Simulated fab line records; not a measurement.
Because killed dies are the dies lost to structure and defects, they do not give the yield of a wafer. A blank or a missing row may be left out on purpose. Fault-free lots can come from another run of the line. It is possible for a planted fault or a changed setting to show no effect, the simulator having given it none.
Chamber matching :: flow sfq-line :: SFQ_TRILAYER_I7_CMP_CMP_184 on cmp-01 has 4 sister chambers
The step polishes SiO2. 18 wafers are shown with their chamber, then 8 later ones without.

## WAFERS, EACH WITH ITS CHAMBER
wafer: L962.3
chamber: 1
motor-current-A (A): 9.4
time-to-endpoint-s (s): 198

wafer: L962.2
chamber: 3
motor-current-A (A): 9.2
time-to-endpoint-s (s): 208

wafer: L962.5
chamber: 1
motor-current-A (A): 9.4
time-to-endpoint-s (s): 209

wafer: L963.4
chamber: 1
motor-current-A (A): 9.4
time-to-endpoint-s (s): 205

wafer: L963.2
chamber: 3
motor-current-A (A): 9.4
time-to-endpoint-s (s): 209

wafer: L963.6
chamber: 1
motor-current-A (A): 10.0
time-to-endpoint-s (s): 210

wafer: L965.1
chamber: 0
motor-current-A (A): 9.1
time-to-endpoint-s (s): 212

wafer: L965.2
chamber: 1
motor-current-A (A): 9.3
time-to-endpoint-s (s): 199

wafer: L965.6
chamber: 3
motor-current-A (A): 9.4
time-to-endpoint-s (s): 212

wafer: L966.1
chamber: 1
motor-current-A (A): 10.1
time-to-endpoint-s (s): 199

wafer: L966.3
chamber: 3
motor-current-A (A): 9.1
time-to-endpoint-s (s): 207

wafer: L966.5
chamber: 0
motor-current-A (A): 9.2
time-to-endpoint-s (s): 208

wafer: L968.2
chamber: 0
motor-current-A (A): 9.5
time-to-endpoint-s (s): 215

wafer: L968.3
chamber: 3
motor-current-A (A): 9.2
time-to-endpoint-s (s): 208

wafer: L968.5
chamber: 2
motor-current-A (A): 10.0
time-to-endpoint-s (s): 228

wafer: L969.1
chamber: 3
motor-current-A (A): 9.8
time-to-endpoint-s (s): 196

wafer: L969.2
chamber: 2
motor-current-A (A): 10.0
time-to-endpoint-s (s): 215

wafer: L969.6
chamber: 1
motor-current-A (A): 9.6
time-to-endpoint-s (s): 193

SIGNATURES (averages over the wafers above)
reading: motor-current-A
chamber 0: 9.267
chamber 1: 9.600
chamber 2: 10.000
chamber 3: 9.350
scatter within a chamber: 0.27

reading: time-to-endpoint-s
chamber 0: 211.67
chamber 1: 201.86
chamber 2: 221.50
chamber 3: 206.67
scatter within a chamber: 5.96
Rule: a wafer's distance from a chamber is the root of the sum, over the readings, of the square of ((its reading less the chamber's mean) divided by the reading's scatter). The wafer belongs to the nearest chamber; if the next one is less than 2 further off, it can't be placed. The scatter is the square root of a quotient: the sum, over the shown wafers, of each reading's squared deviation from its chamber's mean, divided by wafers minus chambers.

## WAFERS WITH NO CHAMBER GIVEN
wafer: L970.3
motor-current-A (A): 9.8
time-to-endpoint-s (s): 225

wafer: L970.4
motor-current-A (A): 9.2
time-to-endpoint-s (s): 206

wafer: L970.5
motor-current-A (A): 9.5
time-to-endpoint-s (s): 219

wafer: L972.3
motor-current-A (A): 9.5
time-to-endpoint-s (s): 204

wafer: L972.5
motor-current-A (A): 10.0
time-to-endpoint-s (s): 218

wafer: L972.6
motor-current-A (A): 9.3
time-to-endpoint-s (s): 205

wafer: L973.2
motor-current-A (A): 9.7
time-to-endpoint-s (s): 225

wafer: L973.1
motor-current-A (A): 9.7
time-to-endpoint-s (s): 215

## WHICH CHAMBER EACH ONE RAN IN
wafer: L970.3
from the rows above: 2
in truth: 2

wafer: L970.4
from the rows above: can't be placed: 3 or 0 or 1
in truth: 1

wafer: L970.5
from the rows above: can't be placed: 0 or 2 or 3 or 1
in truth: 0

wafer: L972.3
from the rows above: can't be placed: 1 or 3 or 0
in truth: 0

wafer: L972.5
from the rows above: 2
in truth: 2

wafer: L972.6
from the rows above: can't be placed: 3 or 0 or 1
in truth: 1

wafer: L973.2
from the rows above: can't be placed: 2 or 0
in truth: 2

wafer: L973.1
from the rows above: can't be placed: 2 or 0 or 3 or 1
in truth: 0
Correctly placed: 2 of 8. Cannot be placed on the basis of these rows: 6; the candidates contain the true chamber in 6. Wrongly placed: 0.
